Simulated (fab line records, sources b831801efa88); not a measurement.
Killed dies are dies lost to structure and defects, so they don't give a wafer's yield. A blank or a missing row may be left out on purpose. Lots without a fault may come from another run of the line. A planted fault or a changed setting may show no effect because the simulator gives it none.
Which tool did it? | flow gf180mcu | 13 lots, 39 wafers sampled, at 5 steps of a route of 602

WHAT THE GAUGES READ, wafer by wafer
GF_CONTACT_THK_MEAS_03.
lot  | measured     | on            | CONTACT_CVD_02_THK (nm)
L835 | day 15 05:58 | film_metro-04 | 851 857 857
L836 | day 15 14:41 | film_metro-02 | 840 874 858
L837 | day 15 19:24 | film_metro-04 | 856 862 865
L838 | day 16 10:40 | film_metro-01 | 859 841 871
L839 | day 16 15:40 | film_metro-02 | 853 870 847
L840 | day 17 03:01 | film_metro-04 | 851 873 858
L842 | day 17 18:37 | film_metro-04 | 845 854 862
L845 | day 18 23:20 | film_metro-01 | 847 860 862
L846 | day 19 13:43 | film_metro-04 | 867 878 863
L847 | day 19 14:37 | film_metro-01 | 860 865 863
L848 | day 19 22:06 | film_metro-02 | 841 852 853
L852 | day 21 07:07 | film_metro-04 | 648 846 849
L856 | day 22 21:18 | film_metro-04 | 844 853 858

GF_V1_OVL_MEAS_15.
lot  | measured     | on         | V1_OVL (nm)
L835 | day 18 04:46 | overlay-02 | -3 7 -2
L836 | day 18 14:34 | overlay-01 | 3 9 8
L837 | day 18 20:49 | overlay-02 | -2 1 6
L838 | day 19 13:28 | overlay-01 | -1 9 -9
L839 | day 19 18:22 | overlay-01 | -2 11 7
L840 | day 20 06:31 | overlay-02 | 6 9 1
L842 | day 20 21:55 | overlay-01 | -1 -2 5
L845 | day 22 02:31 | overlay-01 | 2 0 2
L846 | day 22 15:19 | overlay-02 | 13 11 12
L847 | day 22 16:37 | overlay-02 | 2 4 -6
L848 | day 23 00:40 | overlay-01 | 0 2 7
L852 | day 24 07:10 | overlay-01 | -8 -13 -12
L856 | day 25 19:19 | overlay-02 | 2 -6 -8

WHICH TOOL RAN EACH LOT (tool, then ch and the chambers of the sampled wafers, then the start)
lot  | GF_CONTACT_CVD_02               | GF_CONTACT_CMP_04             | GF_M1_SPUTTER_01
L835 | pecvd-01 ch 0,1,2, day 15 05:53 | cmp-01 ch 0,1,2, day 15 06:01 | pvd_sputter-04, day 16 05:12
L836 | pecvd-01 ch 0,1, day 15 14:37   | cmp-01 ch 1,2, day 15 14:47   | pvd_sputter-01, day 16 14:03
L837 | pecvd-01 ch 0,1, day 15 19:20   | cmp-02 ch 0,1, day 15 19:28   | pvd_sputter-01, day 16 19:39
L838 | pecvd-02 ch 0,1,2, day 16 10:35 | cmp-01 ch 0,1,2, day 16 10:43 | pvd_sputter-01, day 17 11:18
L839 | pecvd-02 ch 1,2, day 16 15:35   | cmp-01 ch 0,2, day 16 15:46   | pvd_sputter-03, day 17 16:34
L840 | pecvd-02 ch 0,2, day 17 02:56   | cmp-01 ch 0,1,2, day 17 03:04 | pvd_sputter-04, day 18 04:48
L842 | pecvd-04 ch 0,1, day 17 18:32   | cmp-01 ch 1,2,3, day 17 18:40 | pvd_sputter-03, day 18 20:06
L845 | pecvd-04 ch 1,2, day 18 23:16   | cmp-01 ch 0,1,3, day 18 23:29 | pvd_sputter-04, day 20 01:03
L846 | pecvd-01 ch 0,1,2, day 19 13:38 | cmp-01 ch 1,2,3, day 19 13:55 | pvd_sputter-03, day 20 15:39
L847 | pecvd-02 ch 0,1,2, day 19 14:32 | cmp-02 ch 2,3, day 19 14:40   | pvd_sputter-04, day 20 17:04
L848 | pecvd-04 ch 0,2, day 19 22:01   | cmp-02 ch 0,1,3, day 19 22:15 | pvd_sputter-03, day 21 00:26
L852 | pecvd-04 ch 0,1,2, day 21 07:02 | cmp-02 ch 0,1,2, day 21 07:10 | pvd_sputter-03, day 22 08:35
L856 | pecvd-01 ch 0,1,2, day 22 21:14 | cmp-01 ch 1,3, day 22 21:22   | pvd_sputter-04, day 23 21:59
- GF_CONTACT_CVD_02: deposits SiO2 from TEOS, target thk 860 nm, time 95.992 s.
- GF_CONTACT_CMP_04: polishes SiO2.
- GF_M1_SPUTTER_01: material TiN, target thk 30 nm, time 25 s.

WHAT THE TOOLS THEMSELVES READ (means of the sampled wafers that have a number; where no wafer has one, the mark that the record gives instead)
GF_CONTACT_CVD_02.
lot  | tool     | heater_power_w (W)
L835 | pecvd-01 | 612
L836 | pecvd-01 | 633
L837 | pecvd-01 | 618
L838 | pecvd-02 | 659
L839 | pecvd-02 | 555
L840 | pecvd-02 | 676
L842 | pecvd-04 | 631
L845 | pecvd-04 | 583
L846 | pecvd-01 | 594
L847 | pecvd-02 | 535
L848 | pecvd-04 | 627
L852 | pecvd-04 | 612
L856 | pecvd-01 | 614

GF_CONTACT_CMP_04.
lot  | tool   | motor_current_A (A) | slurry_flow_ml_min | time_to_endpoint_s (s)
L835 | cmp-01 | 10.6                | 149.4              | 116
L836 | cmp-01 | 11.9                | 149.4              | 115
L837 | cmp-02 | 13.9                | 149.7              | 112
L838 | cmp-01 | 10.6                | 149.8              | 120
L839 | cmp-01 | 10.6                | 150.0              | 121
L840 | cmp-01 | 10.7                | 149.9              | 116
L842 | cmp-01 | 11.2                | 150.0              | 112
L845 | cmp-01 | 10.5                | 150.2              | 109
L846 | cmp-01 | 11.2                | 149.9              | 112
L847 | cmp-02 | 11.5                | 149.8              | 114
L848 | cmp-02 | 12.6                | 149.7              | 107
L852 | cmp-02 | 14.1                | 150.0              | 84
L856 | cmp-01 | 10.9                | 149.8              | 105

GF_M1_SPUTTER_01.
lot  | tool           | throttle_valve_pct (%)
L835 | pvd_sputter-04 | 29.8
L836 | pvd_sputter-01 | 30.1
L837 | pvd_sputter-01 | 30.2
L838 | pvd_sputter-01 | 30.0
L839 | pvd_sputter-03 | 31.0
L840 | pvd_sputter-04 | 30.6
L842 | pvd_sputter-03 | 30.9
L845 | pvd_sputter-04 | 29.9
L846 | pvd_sputter-03 | 30.2
L847 | pvd_sputter-04 | 29.6
L848 | pvd_sputter-03 | 30.1
L852 | pvd_sputter-03 | 30.9
L856 | pvd_sputter-04 | 29.9

THE ANSWER, worked out from the rows above alone
Rule: what is usual is taken from the lots themselves. Put in order of their means at a reading, lots are off if they are a third of the lots or fewer, leave a main group of 4 or more, and stand apart from it by a gap of 3 or more times the standard deviation of the main group's means; of several such gaps the widest counts. A main group whose means are all the same, to the digits that the tables above print for the reading, isn't used. A lot without any number at a reading at which 4 lots or more have one is off too. The other lots that the step has rows for count as sound. The gauges are gone through in route order, then the tools' own readings, and for those a lot's mean is taken as printed above. The first step at which some lot is off is used, and at that step the reading that is off furthest; a lot without a number counts as furthest.
Off: L852, at GF_CONTACT_THK_MEAS_03 (CONTACT_CVD_02_THK). The main group: mean 858 nm, standard deviation 5.2.
A tool fits if, at a process step before that reading, it ran every lot that is off, and no sound lot after the first of them. The gauges at GF_CONTACT_THK_MEAS_03 aren't tried: what is off there is off at GF_CONTACT_CMP_04 too, on other tools, and a gauge's error can't cause that. One fits: pecvd-04 at GF_CONTACT_CVD_02. Its last sound lot is L848 (day 19 22:01), its first lot that is off L852 (day 21 07:02): a fault that began between those two fits.

WHAT THE SIMULATOR HAD PUT IN
Process parameter drift: pecvd-04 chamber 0, from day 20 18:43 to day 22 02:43, at GF_CONTACT_CVD_02. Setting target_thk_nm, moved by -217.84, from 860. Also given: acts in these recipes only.
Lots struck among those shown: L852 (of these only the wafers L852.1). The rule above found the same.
